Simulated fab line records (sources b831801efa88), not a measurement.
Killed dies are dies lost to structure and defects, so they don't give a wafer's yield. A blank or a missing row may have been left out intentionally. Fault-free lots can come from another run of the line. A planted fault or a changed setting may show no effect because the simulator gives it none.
Matching of chambers    flow sfqLine    SFQ_TRILAYER_I3_DEP_PECVD_081 on pecvd-04 has 3 sister chambers
The step deposits SiO2 from SiH4/N2O, time 111.11 s, target thk 500 nm. 14 wafers are shown with their chamber, then 7 later ones without.

== EACH WAFER AND ITS CHAMBER ==
wafer   chamber  heaterPowerW (W)  throttleValvePct (%)
L646.2  2        60                23.9
L646.4  1        108               24.8
L646.5  2        63                24.0
L648.3  1        109               25.0
L648.4  1        111               25.0
L648.5  0        77                25.6
L657.2  2        70                24.6
L657.3  0        71                26.8
L657.5  1        112               25.9
L660.1  0        76                26.9
L660.4  1        119               25.9
L660.6  0        79                26.8
L667.2  1        120               25.9
L667.4  1        123               26.3

SIGNATURES (means of the wafers above)
reading           chamber 0  chamber 1  chamber 2  scatter within a chamber
heaterPowerW      75.75      114.57     64.33      5.23
throttleValvePct  26.525     25.543     24.167     0.567
Rule: a wafer's distance from a chamber is the root of the sum, over the readings, of the square of ((its reading less the chamber's mean) divided by the reading's scatter). If the next closest chamber is less than 2 further off than the closest, the wafer can't be placed; otherwise it belongs to the closest. The scatter is the square root of a quotient: the sum, over the shown wafers, of each reading's squared deviation from its chamber's mean, divided by wafers minus chambers.

== WAFERS WHOSE CHAMBER IS MISSING ==
wafer   heaterPowerW (W)  throttleValvePct (%)
L667.5  69                24.8
L668.1  63                24.7
L668.5  118               25.9
L668.6  76                26.7
L669.1  103               25.9
L669.3  77                26.9
L669.5  108               25.8

== THE CHAMBER EACH PASSED THROUGH ==
wafer   from the rows above      in truth
L667.5  can't be placed: 2 or 0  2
L668.1  2                        2
L668.5  1                        1
L668.6  0                        0
L669.1  1                        1
L669.3  0                        0
L669.5  1                        1
Correct placement for 6 of the 7. These rows do not allow placing 1 (true chamber among the candidates in 1). 0 placed wrongly.
